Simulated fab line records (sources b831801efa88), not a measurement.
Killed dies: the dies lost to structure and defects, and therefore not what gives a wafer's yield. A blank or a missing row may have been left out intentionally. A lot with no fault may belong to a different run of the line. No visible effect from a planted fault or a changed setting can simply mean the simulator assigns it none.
fab line records	flow sky130
[record] lots = 10	wafers = 30	last-day = 50
route steps=708 shown METAL4@635 VIA4@650 METAL5@661 PAD_OPEN@708
lots that met no fault: from a run of the same line without faults
start-h: start of the lot's first displayed wafer, in hours after the record's first day	wait-h: hours elapsed since this lot's preceding step	" as in the row above	L1.1+2: a single row standing in for several wafers	- no value, or no start was given	* or withheld: withheld	< > ~ a bound
route shown NAME@n: names a module that has steps shown in the file, with the first one's number in the route	usual: mean/standard deviation of fault-free wafers	same: alike in all rows	chamber/n: place in a boat	sites: the reading at each site	_std_site: the standard deviation of these	_edge_site: inner sites' mean taken away from outer sites' mean	radius-mm: for every site, how far away it sits from the centre of the wafer	mask NAME#n: copy n	behind: the most recent tool/chamber to have shaped the wafer	hold: reason for holding the lot/hours on hold/outcome of the hold	device: names the non-switching transistor (n, p or np)	end of line: the tests these same wafers got at the end of their route	for a step that has no rows: nothing shown but its recipe	killed: dies lost to structure and defects at the first sort, not the wafer's yield	map: a wafer's dies, marking killed ones x, the rest . and places with no die _
set.NAME: the setting the step ran with; set.NAME@STEP: the setting that earlier step ran with	model.NAME: the simulator's own value behind a step, which no gauge read
a sample of lots followed through the steps of the route, with each step as a table and each wafer as a row
services: a tool's chamber out of use, with start hour (start-h, from the record's first day; less than 0 if before it), hours out, and reason
[[steps]]
[step SKY_METAL4_STRIP_19]
[recipe] chemistry = O2/N2	power-w = 1400	pressure-mtorr = 1500	platen-temp-c = withheld	o2-flow-sccm = 3000	n2-flow-sccm = 300	overash-fraction = 0.5
[usual] drypump-motor-current-A = 5.92/0.3	oes-product-au = 0.502/0.0069	strip-time-to-endpoint-s = 6.51/0.11
lot.wafer	tool	chamber	start-h	wait-h	drypump-motor-current-A	oes-product-au	rf-hours-counter-h	strip-time-to-endpoint-s
L625.2	plasma-asher-03	0	1001.03	0.1	6.47	0.507	85	6.65
L625.3	"	0	"	"	6.41	0.500	-	6.37
L625.4	"	1	"	"	5.82	0.510	-	6.62
L627.2	plasma-asher-02	0	1025.90	0.1	5.93	0.515	61	6.61
L627.3	"	1	"	"	5.59	0.501	-	6.40
L627.4	"	0	"	"	5.92	0.506	-	6.67
L634.2	plasma-asher-04	0	1071.92	0.1	5.99	0.504	29	6.45
L634.3	"	1	"	"	6.29	0.500	-	6.69
L634.5	"	0	"	"	6.00	0.506	-	6.47
L636.2	plasma-asher-02	1	1085.70	0.1	5.52	0.502	66	6.48
L636.5	"	1	"	"	5.54	0.494	-	6.31
L636.6	"	0	"	"	5.96	0.496	-	6.46
L640.3	plasma-asher-02	1	1097.13	0.1	5.59	0.493	-	6.31
L640.4	"	0	"	"	5.95	0.507	-	6.57
L640.5	"	0	"	"	5.93	0.491	-	6.34
L639.1	plasma-asher-02	0	1099.51	0.1	5.92	0.511	68	6.70
L639.3	"	0	"	"	5.90	0.499	-	6.49
L639.4	"	1	"	"	5.53	0.512	-	6.73
L641.1	plasma-asher-02	0	1107.15	0.1	5.93	0.506	68	6.43
L641.2	"	1	"	"	5.48	0.495	68	6.61
L641.6	"	1	"	"	5.58	0.507	-	6.57
L642.1	plasma-asher-04	0	1110.42	0.1	5.99	0.501	33	6.56
L642.2	"	1	"	"	6.26	0.496	33	6.42
L642.4	"	1	"	"	6.29	0.502	-	6.67
L643.1	plasma-asher-02	1	1112.55	0.1	5.52	0.504	69	6.60
L643.2	"	0	"	"	5.92	0.502	69	6.49
L643.3	"	1	"	"	5.53	0.499	-	6.43
L644.1	plasma-asher-03	0	1118.36	0.1	6.46	0.487	96	6.37
L644.2	"	1	"	"	5.77	0.512	96	6.52
L644.5	"	0	"	"	6.47	0.493	-	6.38
[step SKY_VIA4_OVL_MEAS_11]
[usual] VIA4_OVL = -2.1/1.1
lot.wafer	tool	chamber	start-h	wait-h	VIA4_OVL[nm]
L625.2	overlay-02	-	1024.60	0.1	-2.1
L625.3	"	-	"	"	-1.8
L625.4	"	-	"	"	-3.0
L627.2	overlay-01	-	1049.13	0.1	-3.0
L627.3	"	-	"	"	-3.7
L627.4	"	-	"	"	-2.4
L634.2	overlay-01	-	1092.95	0.1	-2.9
L634.3	"	-	"	"	-3.1
L634.5	"	-	"	"	-1.9
L636.2	overlay-01	-	1107.48	0.1	-3.0
L636.5	"	-	"	"	-2.7
L636.6	"	-	"	"	-1.5
L640.3	overlay-01	-	1115.68	0.1	-2.8
L640.4	"	-	"	"	-3.3
L640.5	"	-	"	"	-3.0
L639.1	overlay-01	-	1119.90	0.1	-2.4
L639.3	"	-	"	"	-1.3
L639.4	"	-	"	"	-3.3
L641.1	overlay-01	-	1127.78	0.1	-1.7
L641.2	"	-	"	"	-0.5
L641.6	"	-	"	"	-2.3
L642.1	overlay-01	-	1131.02	0.1	-4.1
L642.2	"	-	"	"	-4.1
L642.4	"	-	"	"	-2.9
L643.1	overlay-01	-	1133.65	0.1	-3.4
L643.2	"	-	"	"	-3.2
L643.3	"	-	"	"	-1.7
L644.1	overlay-01	-	1139.22	0.1	-0.9
L644.2	"	-	"	"	-3.3
L644.5	"	-	"	"	-2.1
[step SKY_VIA4_CVD_18]
[recipe] material = W	target-thk-nm = 505	time-s = 152.14	temp-c = 400	pressure-torr = 40
[usual] heater-power-w = 871/85	susceptor-temp-C = 400.01/0.22
lot.wafer	tool	chamber	start-h	wait-h	heater-power-w	susceptor-temp-C
L625.2	cvd-w-01	1	1025.38	0.0	1065	421.42
L625.3	"	0	"	"	1028	420.79
L625.4	"	1	"	"	1094	420.87
L627.2	cvd-w-01	0	1050.31	0.0	1032	421.14
L627.3	"	1	"	"	1078	420.41
L627.4	"	0	"	"	1015	420.99
L634.2	cvd-w-02	0	1093.72	0.0	744	400.25
L634.3	"	1	"	"	888	400.13
L634.5	"	0	"	"	717	400.14
L636.2	cvd-w-02	0	1108.71	0.0	727	400.06
L636.5	"	1	"	"	884	400.04
L636.6	"	0	"	"	737	400.04
L640.3	cvd-w-01	0	1116.52	0.1	920	399.75
L640.4	"	1	"	"	920	400.45
L640.5	"	0	"	"	909	399.73
L639.1	cvd-w-01	1	1120.66	0.0	943	400.01
L639.3	"	1	"	"	1005	399.91
L639.4	"	0	"	"	890	400.02
L641.1	cvd-w-02	1	1128.58	0.0	856	399.70
L641.2	"	0	"	"	740	399.71
L641.6	"	0	"	"	724	399.88
L642.1	cvd-w-01	1	1131.82	0.0	952	399.66
L642.2	"	0	"	"	909	400.23
L642.4	"	1	"	"	926	399.60
L643.1	cvd-w-02	0	1134.43	0.0	724	400.26
L643.2	"	1	"	"	878	399.99
L643.3	"	1	"	"	895	400.08
L644.1	cvd-w-01	0	1139.98	0.0	897	400.32
L644.2	"	1	"	"	931	399.87
L644.5	"	0	"	"	912	399.82
[step SKY_VIA4_RS_MEAS_19]
[recipe] thk-meas-gauge = four-point-probe	reads = W_of_VIA4_CVD_18+TiN_of_VIA4_SPUTTER_17
[usual] VIA4_W_RS = 0.2277/0.0021
lot.wafer	tool	chamber	start-h	wait-h	VIA4_W_RS[ohm/sq]
L625.2	film-metro-01	-	1025.55	0.1	0.1587
L625.3	"	-	"	"	0.1567
L625.4	"	-	"	"	0.1589
L627.2	film-metro-03	-	1050.49	0.1	0.1581
L627.3	"	-	"	"	0.1578
L627.4	"	-	"	"	0.1570
L634.2	film-metro-03	-	1093.89	0.1	0.2248
L634.3	"	-	"	"	0.2271
L634.5	"	-	"	"	0.2267
L636.2	film-metro-03	-	1108.92	0.2	0.2238
L636.5	"	-	"	"	0.2256
L636.6	"	-	"	"	0.2253
L640.3	film-metro-04	-	1116.66	0.1	0.2251
L640.4	"	-	"	"	0.2241
L640.5	"	-	"	"	0.2256
L639.1	film-metro-01	-	1120.81	0.1	0.2298
L639.3	"	-	"	"	0.2285
L639.4	"	-	"	"	0.2281
L641.1	film-metro-03	-	1128.73	0.1	0.2259
L641.2	"	-	"	"	0.2269
L641.6	"	-	"	"	0.2259
L642.1	film-metro-03	-	1131.97	0.1	0.2281
L642.2	"	-	"	"	0.2280
L642.4	"	-	"	"	0.2309
L643.1	film-metro-04	-	1134.58	0.1	0.2293
L643.2	"	-	"	"	0.2287
L643.3	"	-	"	"	0.2258
L644.1	film-metro-04	-	1140.13	0.1	0.2288
L644.2	"	-	"	"	0.2287
L644.5	"	-	"	"	0.2269
[step SKY_VIA4_THK_MEAS_20]
[recipe] thk-meas-gauge = xrf	reads = W_of_VIA4_CVD_18
[usual] VIA4_W_THK = 512/5.6
lot.wafer	tool	chamber	start-h	wait-h	VIA4_W_THK[nm]
L625.2	film-metro-01	-	1025.66	0.1	743
L625.3	"	-	"	"	744
L625.4	"	-	"	"	739
L627.2	film-metro-03	-	1050.60	0.1	752
L627.3	"	-	"	"	754
L627.4	"	-	"	"	760
L634.2	film-metro-03	-	1094.00	0.1	521
L634.3	"	-	"	"	514
L634.5	"	-	"	"	518
L636.2	film-metro-03	-	1109.03	0.1	522
L636.5	"	-	"	"	519
L636.6	"	-	"	"	522
L640.3	film-metro-04	-	1116.76	0.1	515
L640.4	"	-	"	"	521
L640.5	"	-	"	"	517
L639.1	film-metro-01	-	1120.93	0.1	507
L639.3	"	-	"	"	507
L639.4	"	-	"	"	510
L641.1	film-metro-03	-	1128.85	0.1	513
L641.2	"	-	"	"	512
L641.6	"	-	"	"	514
L642.1	film-metro-03	-	1132.09	0.1	512
L642.2	"	-	"	"	510
L642.4	"	-	"	"	500
L643.1	film-metro-04	-	1134.70	0.1	504
L643.2	"	-	"	"	507
L643.3	"	-	"	"	512
L644.1	film-metro-04	-	1140.25	0.1	506
L644.2	"	-	"	"	508
L644.5	"	-	"	"	507
[step SKY_VIA4_CMP_21]
[recipe] stop-on = SiO2	t-overpolish-s = 25	down-force-psi = 3.5	platen-rpm = 60	target-thk-nm = 0	pad-velocity-m-s = 0.94248
[usual] motor-current-A = 10.7/1.1	time-to-endpoint-s = 122/4.1
lot.wafer	tool	chamber	start-h	wait-h	motor-current-A	time-to-endpoint-s
L625.4	cmp-01	0	1025.71	0.0	9.5	176
L625.3	"	2	"	"	11.8	175
L625.2	"	3	"	"	10.4	173
L627.3	cmp-01	2	1050.65	0.0	12.2	168
L627.4	"	3	"	"	10.1	171
L627.2	"	1	"	"	11.7	177
L634.2	cmp-01	2	1094.22	0.2	11.9	125
L634.3	"	0	"	"	9.7	118
L634.5	"	1	"	"	12.4	126
L636.2	cmp-01	0	1110.40	1.4	10.3	119
L636.5	"	1	"	"	12.2	126
L636.6	"	2	"	"	12.1	115
L640.4	cmp-01	3	1119.54	2.8	10.0	127
L640.3	"	0	"	"	9.7	123
L640.5	"	2	"	"	11.7	125
L639.4	cmp-01	3	1121.04	0.1	9.7	123
L639.1	"	0	"	"	9.6	119
L639.3	"	1	"	"	11.6	127
L641.1	cmp-01	0	1128.96	0.1	10.2	122
L641.2	"	2	"	"	12.6	121
L641.6	"	3	"	"	10.6	126
L642.4	cmp-01	0	1132.20	0.1	10.4	120
L642.2	"	1	"	"	11.6	126
L642.1	"	2	"	"	11.9	125
L643.1	cmp-01	2	1134.76	0.1	11.7	120
L643.3	"	3	"	"	9.7	124
L643.2	"	1	"	"	11.2	127
L644.1	cmp-02	2	1140.31	0.1	9.0	124
L644.2	"	3	"	"	10.4	125
L644.5	"	2	"	"	8.9	125
[step SKY_METAL5_SPUTTER_00]
[recipe] material = Ti	target-thk-nm = 15	power-w = 3000	time-s = 10	chamber-pressure-pa = 0.4
[usual] throttle-valve-pct = 29.5/1
lot.wafer	tool	chamber	start-h	wait-h	throttle-valve-pct
L625.2	pvd-sputter-02	-	1026.01	0.1	30.5
L625.3	"	-	"	"	29.5
L625.4	"	-	"	"	30.7
L627.2	pvd-sputter-01	-	1050.95	0.1	28.8
L627.3	"	-	"	"	30.6
L627.4	"	-	"	"	30.6
L634.2	pvd-sputter-03	-	1094.47	0.2	28.4
L634.3	"	-	"	"	28.3
L634.5	"	-	"	"	28.3
L636.2	pvd-sputter-03	-	1110.60	0.1	28.4
L636.5	"	-	"	"	28.5
L636.6	"	-	"	"	28.3
L640.3	pvd-sputter-01	-	1119.79	0.1	29.5
L640.4	"	-	"	"	30.4
L640.5	"	-	"	"	30.8
L639.1	pvd-sputter-03	-	1121.29	0.1	28.3
L639.3	"	-	"	"	30.1
L639.4	"	-	"	"	29.8
L641.1	pvd-sputter-01	-	1129.21	0.2	30.2
L641.2	"	-	"	"	29.6
L641.6	"	-	"	"	29.3
L642.1	pvd-sputter-02	-	1132.45	0.1	30.7
L642.2	"	-	"	"	30.8
L642.4	"	-	"	"	30.8
L643.1	pvd-sputter-02	-	1135.06	0.2	30.4
L643.2	"	-	"	"	30.5
L643.3	"	-	"	"	30.8
L644.1	pvd-sputter-03	-	1140.61	0.2	30.1
L644.2	"	-	"	"	28.3
L644.5	"	-	"	"	29.9
[step SKY_PAD_OPEN_PROBE_99]
[usual] defect-limited-yield = 82.5/1.9	killed_at_M0_to_M3 = 44/7.3	killed_at_M4_up = 3.1/1.9	killed-at-contacts = 24/5.3	killed-at-front-end = 15/4	killed-at-other = 0.4/0.6	killed-dies = 86/9.2	killed-open = 47/6.9	killed-short = 39/6.9	sort_bin_3_pad_short = 0.8/0.41	sort_bin_5_function = 10.6/1.5	sort_bin_6_memory = 6.1/1.1	sort-n-pass = 406/9.2	sort-yield-pct = 82.5/1.9
[same] gross-dies = 492	killed-at-back-side = 0	sort_bin_4_leakage[%] = 0	sort_bin_8_speed[%] = 0
lot.wafer	tool	chamber	start-h	wait-h	defect-limited-yield[%]	killed_at_M0_to_M3	killed_at_M4_up	killed-at-contacts	killed-at-front-end	killed-at-other	killed-dies	killed-open	killed-short	sort_bin_3_pad_short[%]	sort_bin_5_function[%]	sort_bin_6_memory[%]	sort-n-pass	sort-yield-pct[%]
L627.2	prober-02	-	1115.81	0.1	82.9	39	6	27	11	1	84	50	34	0.2	12.2	4.7	408	82.9
L627.3	prober-02	-	1115.86	0.2	83.9	47	3	18	11	0	79	40	39	0.8	10.4	4.9	413	83.9
L627.4	prober-02	-	1115.91	0.2	80.3	47	6	25	19	0	97	51	46	0.8	13.8	5.1	395	80.3
L636.2	prober-01	-	1170.45	0.1	82.7	47	2	22	14	0	85	44	41	0.6	10.2	6.5	407	82.7
L636.5	prober-01	-	1170.60	0.2	83.1	49	2	23	9	0	83	50	32	1.0	12.0	3.9	409	83.1
L636.6	prober-01	-	1170.65	0.2	85.0	40	2	17	14	1	74	34	40	1.0	9.8	4.3	418	85.0
// killed by level:class
L627.2 CONTACT:geometric-particle:open=13 VIA1:geometric-particle:open=8 VIA3:geometric-particle:open=7 VIA2:geometric-particle:open=7 VIA2:geometric-particle:short=5 METAL2:geometric-particle:short=5 LI_CONTACT:geometric-particle:open=4 LOCAL_INTERCONNECT:geometric-particle:short=4
L627.3 VIA1:geometric-particle:open=9 CONTACT:geometric-particle:open=8 METAL2:geometric-particle:short=8 METAL1:geometric-particle:short=6 VIA3:geometric-particle:open=5 LI_CONTACT:geometric-particle:open=4 VIA2:geometric-particle:short=4 POLY_GATE:geometric-particle:open=3
L627.4 CONTACT:geometric-particle:open=15 METAL2:geometric-particle:short=9 VIA2:geometric-particle:open=9 VIA1:geometric-particle:open=6 METAL1:geometric-particle:short=6 FIELD_ISO:geometric-particle:short=5 VIA1:geometric-particle:short=5 POLY_GATE:geometric-particle:short=4
L636.2 VIA1:geometric-particle:open=10 CONTACT:geometric-particle:short=9 VIA2:geometric-particle:open=9 LI_CONTACT:geometric-particle:open=6 CONTACT:geometric-particle:open=6 VIA1:geometric-particle:short=5 POLY_CUT:geometric-particle:short=4 METAL2:geometric-particle:short=4
L636.5 VIA1:geometric-particle:open=11 CONTACT:geometric-particle:open=10 VIA2:geometric-particle:open=8 VIA1:geometric-particle:short=8 VIA3:geometric-particle:open=6 LI_CONTACT:geometric-particle:open=6 METAL2:geometric-particle:short=5 LI_CONTACT:geometric-particle:short=4
L636.6 VIA1:geometric-particle:open=7 VIA2:geometric-particle:open=6 LI_CONTACT:geometric-particle:open=5 VIA3:geometric-particle:open=5 FIELD_ISO:geometric-particle:short=4 METAL3:geometric-particle:short=4 FIELD_ISO:geometric-particle:open=4 METAL1:geometric-particle:short=4
[[services]]
tool	chamber	start-h	hours	kind
pvd-sputter-03	0	989.75	-	consumable-replace:kit
pvd-sputter-03	0	989.75	18.0	scheduled-down
pvd-sputter-03	0	989.75	18.0	vent-cycle
cmp-01	-	1018.51	1.3	repair
pvd-sputter-03	-	1035.44	1.0	repair
cvd-w-02	-	1057.92	1.6	repair
pvd-sputter-01	-	1066.16	3.6	repair
pvd-sputter-01	-	1078.77	29.8	repair
cvd-w-02	-	1079.15	6.0	pm
plasma-asher-02	-	1081.92	1.0	repair
cmp-02	-	1083.38	6.2	pm
cmp-02	-	1089.57	4.0	pm
cmp-02	-	1093.22	0.5	repair
pvd-sputter-01	-	1107.82	5.8	repair
pvd-sputter-02	-	1108.51	8.5	repair
cmp-02	-	1112.08	6.4	pm
pvd-sputter-03	3	1113.68	-	consumable-replace:kit
pvd-sputter-03	3	1113.68	18.0	scheduled-down
pvd-sputter-03	3	1113.68	18.0	vent-cycle
plasma-asher-04	-	1113.86	2.3	repair
cmp-02	-	1118.96	1.6	repair
plasma-asher-02	-	1129.80	4.1	repair
plasma-asher-03	-	1134.10	2.8	pm
pvd-sputter-02	-	1139.44	15.2	repair
[[key]]
[first-sign] step = SKY_VIA4_CVD_18	reading = susceptor-temp-C	direction = up	sigmas = 97	usual = *	struck = *
[effect] step = SKY_VIA4_CVD_18	reading = heater-power-w	direction = up	sigmas = 2.1	usual = *	struck = *
[effect] step = SKY_VIA4_RS_MEAS_19	reading = VIA4_W_RS	direction = down	sigmas = 33	usual = 0.2277	struck = 0.1579
[effect] step = SKY_VIA4_THK_MEAS_20	reading = VIA4_W_THK	direction = up	sigmas = 42	usual = 512	struck = 749
[effect] step = SKY_VIA4_CMP_21	reading = time-to-endpoint-s	direction = up	sigmas = 13	usual = *	struck = *
met-at SKY_VIA4_CVD_18
struck-lots L625,L627
not-acting-at SKY_METAL4_STRIP_19,SKY_VIA4_OVL_MEAS_11,SKY_METAL5_SPUTTER_00
[fault] kind = process-parameter-drift	tool = cvd-w-01	chamber = -	onset-h = 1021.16	steps = SKY_VIA4_CVD_18	channel = temp-c	offset = *	shape = step	end-h = 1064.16	acts-in = *	stated = *
